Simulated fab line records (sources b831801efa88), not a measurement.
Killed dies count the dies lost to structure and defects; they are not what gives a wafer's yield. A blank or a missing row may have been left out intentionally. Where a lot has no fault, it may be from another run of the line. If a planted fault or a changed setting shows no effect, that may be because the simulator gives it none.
A struck lot beside a sound one | flow sky130 | 18 steps out of a route of 708
Sound: these wafers, L795.1, L795.4, L795.6. Struck: wafers L810.3, L810.5 (left out: L810.4, a lot-mate that was not struck); the cause follows at the end.
Order at every step that has rows: each side's tool, ch and its chambers, its first start. Under that, the readings that differ: sound wafers | struck wafers | difference of the means | sigmas: that difference in standard deviations of wafers without a fault.
alike: readings with means less than 2 such deviations apart, plus words and numbers identical on both sides. not compared: withheld readings, readings lacking a value on some wafer, bounds such as >300 that could conceal the same value, and numbers that have no deviation in the record and whose values overlap.
The two part at a step that has a row with sigmas, a row that says differs or no value, or rows on one side only. Non-overlapping numbers with no deviation appear without sigmas and do not part them. Lack of a reading on every wafer of one side parts them only where that side has two or more wafers.

first, 2 steps without rows for these wafers: SKY_CONTACT_PEB_12; SKY_CONTACT_DEVELOP_13 (develop time 60 s).
SKY_CONTACT_CD_MEAS_14: the cd target is 170 nm.
  struck on cdSem-02, day 37 04:02; sound on cdSem-02, day 33 07:53
  alike: cdNm
SKY_CONTACT_OVL_MEAS_15:
  struck on overlay-02, day 37 04:08; sound on overlay-02, day 33 08:01
reading          | sound    | struck | difference | sigmas
CONTACT_OVL (nm) | 18 17 15 | -7 -2  | -21        | -3
SKY_CONTACT_ETCH_16: etches BARC in N2/H2, stops on SiO2, time 45.9 s, target depth 60 nm.
  sound on rieDiel-02 ch 0,1, day 33 08:03; struck on rieDiel-04 ch 0,1, day 37 04:10
  alike: chamberPressureMTorr, drypumpMotorCurrentA, h2FlowSccm, oesProductAu, throttleValvePct
  not compared: rfHoursCounterH
SKY_CONTACT_ETCH_17: etches SiO2 in C4F8/O2/Ar, stops on Si3N4, target depth 340 nm.
  sound on rieDiel-02 ch 0,1, day 33 08:05; struck on rieDiel-04 ch 0,1, day 37 04:12
  alike: chamberPressureMTorr, oesProductAu
then, 1 step without rows for these wafers: SKY_CONTACT_ETCH_18 (etches Si3N4 in CHF3/O2, stops on TiN, time 39 s, target depth 75 nm).
SKY_CONTACT_STRIP_19: strips in O2/N2.
  sound on plasmaAsher-03 ch 0,1, day 33 08:11; struck on plasmaAsher-02 ch 1, day 37 04:19
  alike: chamberPressureMTorr, drypumpMotorCurrentA, oesProductAu, stripTimeToEndpointS
  not compared: rfHoursCounterH
then, 3 steps without rows for these wafers: SKY_CONTACT_STRIP_20 (strips in post etch residue remover, time 1200 s); SKY_CONTACT_CLEAN_21 (cleans in IPA, time 180 s); SKY_CONTACT_CLEAN_22 (cleans in O3/DIW).
SKY_CONTACT_SPUTTER_23: material TiN, target thk 20 nm, time 80 s.
  struck on pvdSputter-03, day 37 04:53; sound on pvdSputter-03, day 33 08:46
  alike: throttleValvePct
SKY_CONTACT_CVD_24: deposits W, target thk 340 nm, time 102.12 s.
  sound on cvdW-02 ch 0,1, day 33 08:50; struck on cvdW-01 ch 1, day 37 04:59
reading                              | sound           | struck      | difference | sigmas
model.W_of_CONTACT_CVD_24.thkNm (nm) | 340.8 341 337.5 | 494.2 501.6 | +158.1     | 
  alike: heaterPowerW
SKY_CONTACT_RS_MEAS_25: measurement is done with a four-point probe.
  struck on filmMetro-04, day 37 05:06; sound on filmMetro-02, day 33 08:56
reading               | sound             | struck      | difference | sigmas
CONTACT_W_RS (ohm/sq) | 0.337 0.336 0.339 | 0.232 0.228 | -0.107     | -29
SKY_CONTACT_THK_MEAS_26: measures by xrf.
  struck on filmMetro-04, day 37 05:12; sound on filmMetro-02, day 33 09:04
reading            | sound       | struck  | difference | sigmas
CONTACT_W_THK (nm) | 346 345 341 | 503 513 | +164       | +30
SKY_CONTACT_CMP_27: polishes, stops on SiO2, t overpolish 15 s, target thk 0 nm.
  sound on cmp-02 ch 0,3, day 33 09:10; struck on cmp-01 ch 0,2, day 37 05:25
reading             | sound    | struck  | difference | sigmas
timeToEndpointS (s) | 90 83 88 | 118 119 | +32        | +9
  alike: motorCurrentA
SKY_METAL1_SPUTTER_00: material Ti, target thk 15 nm, time 10 s.
  struck on pvdSputter-02, day 37 05:43; sound on pvdSputter-02, day 33 09:25
  alike: throttleValvePct
after that, 1 step had no rows for these wafers: SKY_PAD_OPEN_PROBE_99.

## WHERE THEY PART
Earliest at SKY_CONTACT_OVL_MEAS_15; latest, in this record, at SKY_CONTACT_CMP_27. Later steps at which nothing parts them and some readings are alike: SKY_METAL1_SPUTTER_00.

WHY: what had been put in by the simulator
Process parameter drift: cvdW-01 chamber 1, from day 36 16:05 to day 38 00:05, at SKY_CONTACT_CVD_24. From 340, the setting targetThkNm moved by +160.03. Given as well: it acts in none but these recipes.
